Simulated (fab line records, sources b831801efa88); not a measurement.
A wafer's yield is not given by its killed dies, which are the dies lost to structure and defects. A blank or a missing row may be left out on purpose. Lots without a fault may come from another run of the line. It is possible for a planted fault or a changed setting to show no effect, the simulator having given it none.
Which tool is to blame? | flow sfq-line | 14 lots, 42 wafers sampled, at 4 steps of a route of 325

== WHAT THE GAUGES SHOWED, per wafer ==
SFQ_M4_OVL_MEAS_926. Usual: for M4_OVL the level is 2 nm and the standard deviation is 5.2.
lot  | measured     | on         | M4_OVL (nm) | flag
L662 | day 48 18:39 | overlay-02 | 4 -5 -1     |
L663 | day 53 08:36 | overlay-02 | 2 2 5       |
L664 | day 53 11:00 | overlay-02 | -8 -3 -5    |
L665 | day 53 19:25 | overlay-02 | -3 2 2      |
L666 | day 53 20:36 | overlay-01 | 9 9 7       |
L667 | day 54 05:00 | overlay-02 | -4 0 4      |
L668 | day 54 15:55 | overlay-02 | -4 -3 -4    |
L669 | day 55 07:32 | overlay-01 | 6 11 9      |
L676 | day 56 14:44 | overlay-01 | 1 3 6       |
L679 | day 60 11:04 | overlay-01 | -1 -2 2     |
L680 | day 60 19:29 | overlay-01 | 16 0 5      |
L681 | day 61 02:40 | overlay-02 | 6 7 12      |
L683 | day 61 23:04 | overlay-02 | 8 10 0      |
L684 | day 62 04:00 | overlay-02 | -1 -7 5     |

SFQ_I4_BOW_MEAS_927. Usual: for I4_BOW the level is 6 um and the standard deviation is 9.5.
lot  | measured     | on            | I4_BOW (um) | flag
L662 | day 50 02:11 | film-metro-04 | 1 1 0       |
L663 | day 54 08:29 | film-metro-04 | 7 -6 1      |
L664 | day 54 11:29 | film-metro-03 | -1 20 18    |
L665 | day 54 23:32 | film-metro-01 | 25 12 25    |
L666 | day 55 02:29 | film-metro-03 | 7 -7 3      |
L667 | day 55 14:29 | film-metro-04 | 7 11 -3     |
L668 | day 55 21:54 | film-metro-03 | 1 5 3       |
L669 | day 56 14:53 | film-metro-04 | 10 16 12    |
L676 | day 58 00:19 | film-metro-03 | -3 -11 -1   |
L679 | day 60 15:08 | film-metro-04 | -5 14 3     |
L680 | day 61 00:34 | film-metro-04 | 4 -9 4      |
L681 | day 61 07:20 | film-metro-04 | 14 13 17    |
L683 | day 62 03:08 | film-metro-04 | 23 17 12    |
L684 | day 62 08:04 | film-metro-04 | 11 3 0      |

== TOOL THAT RAN EACH LOT (tool first, then ch and the chambers of the sampled wafers, then the start) ==
lot  | SFQ_TRILAYER_I1_METRO_MEASURE_047 | SFQ_TRILAYER_I2_VIA_BARC_OPEN_VIA_ETCH_096
L662 | film-metro-01, day 24 02:24       | rie-diel-03 ch 0,1,2, day 37 10:40
L663 | film-metro-01, day 24 17:35       | rie-diel-01 ch 0,3, day 44 01:35
L664 | film-metro-04, day 24 22:48       | rie-diel-03 ch 0,1,2, day 44 02:47
L665 | film-metro-02, day 25 01:11       | rie-diel-04 ch 2,3, day 44 11:19
L666 | film-metro-04, day 25 09:52       | rie-diel-03 ch 0,1,2, day 44 13:43
L667 | film-metro-01, day 26 16:24       | rie-diel-01 ch 0,3, day 44 22:07
L668 | film-metro-02, day 26 20:12       | rie-diel-03 ch 0,3, day 45 02:55
L669 | film-metro-01, day 27 07:15       | rie-diel-03 ch 0,1,3, day 45 05:19
L676 | film-metro-04, day 29 06:54       | rie-diel-01 ch 0,1, day 46 06:31
L679 | film-metro-02, day 31 01:10       | rie-diel-01 ch 0,3, day 47 00:41
L680 | film-metro-04, day 31 11:34       | rie-diel-04 ch 2,3, day 47 07:58
L681 | film-metro-02, day 31 17:22       | rie-diel-04 ch 1,3, day 47 12:41
L683 | film-metro-02, day 32 05:22       | rie-diel-04 ch 0,2,3, day 48 03:05
L684 | film-metro-01, day 32 12:16       | rie-diel-04 ch 0,2, day 48 06:41
- SFQ_TRILAYER_I1_METRO_MEASURE_047
- SFQ_TRILAYER_I2_VIA_BARC_OPEN_VIA_ETCH_096: etches BARC in O2, target depth 125 nm, time 41.7 s.

== WHAT THE TOOLS THEMSELVES READ (means of the sampled wafers that have a number; where no wafer has one, the mark that the record gives instead) ==
SFQ_TRILAYER_I1_METRO_MEASURE_047. Usual: thk-nm at 199.6 nm, with a standard deviation of 1.3.
lot  | tool          | thk-nm (nm) | flag
L662 | film-metro-01 | 201.4       |
L663 | film-metro-01 | 199.7       |
L664 | film-metro-04 | 198.4       |
L665 | film-metro-02 | 200.2       |
L666 | film-metro-04 | 200.3       |
L667 | film-metro-01 | 200.0       |
L668 | film-metro-02 | 199.7       |
L669 | film-metro-01 | 199.5       |
L676 | film-metro-04 | 200.4       |
L679 | film-metro-02 | 199.4       |
L680 | film-metro-04 | 200.2       |
L681 | film-metro-02 | 200.4       |
L683 | film-metro-02 | 197.2       |
L684 | film-metro-01 | 199.3       |

SFQ_TRILAYER_I2_VIA_BARC_OPEN_VIA_ETCH_096. Usual: drypump-motor-current-A 5.9 A, standard deviation 0.44; oes-product-au 0.683 a.u., standard deviation 0.0045; rf-fwd-power-W 494.7 W, standard deviation 2.2.
lot  | tool        | drypump-motor-current-A (A) | oes-product-au (a.u.) | rf-fwd-power-W (W) | flag
L662 | rie-diel-03 | 6.1                         | 0.685                 | 494.3              |
L663 | rie-diel-01 | 5.6                         | 0.687                 | 491.9              |
L664 | rie-diel-03 | 6.1                         | 0.684                 | 495.0              |
L665 | rie-diel-04 | 5.7                         | 0.680                 | 494.1              |
L666 | rie-diel-03 | 6.1                         | 0.682                 | 494.9              |
L667 | rie-diel-01 | 5.6                         | 0.686                 | 492.7              |
L668 | rie-diel-03 | 6.1                         | 0.680                 | 495.9              |
L669 | rie-diel-03 | 6.0                         | 0.684                 | 493.5              |
L676 | rie-diel-01 | 5.9                         | 0.686                 | 362.3              | OFF
L679 | rie-diel-01 | 5.6                         | 0.686                 | 427.2              | OFF
L680 | rie-diel-04 | 5.8                         | 0.681                 | 494.4              |
L681 | rie-diel-04 | 6.4                         | 0.680                 | 496.8              |
L683 | rie-diel-04 | 5.5                         | 0.683                 | 495.1              |
L684 | rie-diel-04 | 5.4                         | 0.683                 | 493.8              |

== THE ANSWER, worked out from the rows above alone ==
Rule: take the mean of a lot's wafers that have a number; if it is more than 3 standard deviations from the usual mean, the lot is off. Also off: a lot with no number at a reading for which 4 or more lots have one. Where the step has rows for the other lots, those lots are counted as sound. First the gauges in route order, then the tools' own readings, where a lot's mean is used as printed above. At the first step where some lot is off, the reading lying furthest off is the one used; lots without a number count as furthest.
Off: L676, L679, at SFQ_TRILAYER_I2_VIA_BARC_OPEN_VIA_ETCH_096 (rf-fwd-power-W).
A tool fits if, at that step or a process step before it, it ran every lot that is off, and no sound lot after the first of them. One fits: SFQ_TRILAYER_I2_VIA_BARC_OPEN_VIA_ETCH_096 on rie-diel-01. A fault onset in the window from L667 (day 44 22:07, its last sound lot) to L676 (day 46 06:31, its first lot off) fits.
On the lots that are off, the tool's own readings at SFQ_TRILAYER_I2_VIA_BARC_OPEN_VIA_ETCH_096 differ by more than 5 times the standard deviation of the sound lots' means, which bears it out; rf-fwd-power-W reads 394.8 W there versus 494.4 W on the sound lots.

== WHAT HAD BEEN PUT IN BY THE SIMULATOR ==
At SFQ_TRILAYER_I2_VIA_BARC_OPEN_VIA_ETCH_096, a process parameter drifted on rie-diel-01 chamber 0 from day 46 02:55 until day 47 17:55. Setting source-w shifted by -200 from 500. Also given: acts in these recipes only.
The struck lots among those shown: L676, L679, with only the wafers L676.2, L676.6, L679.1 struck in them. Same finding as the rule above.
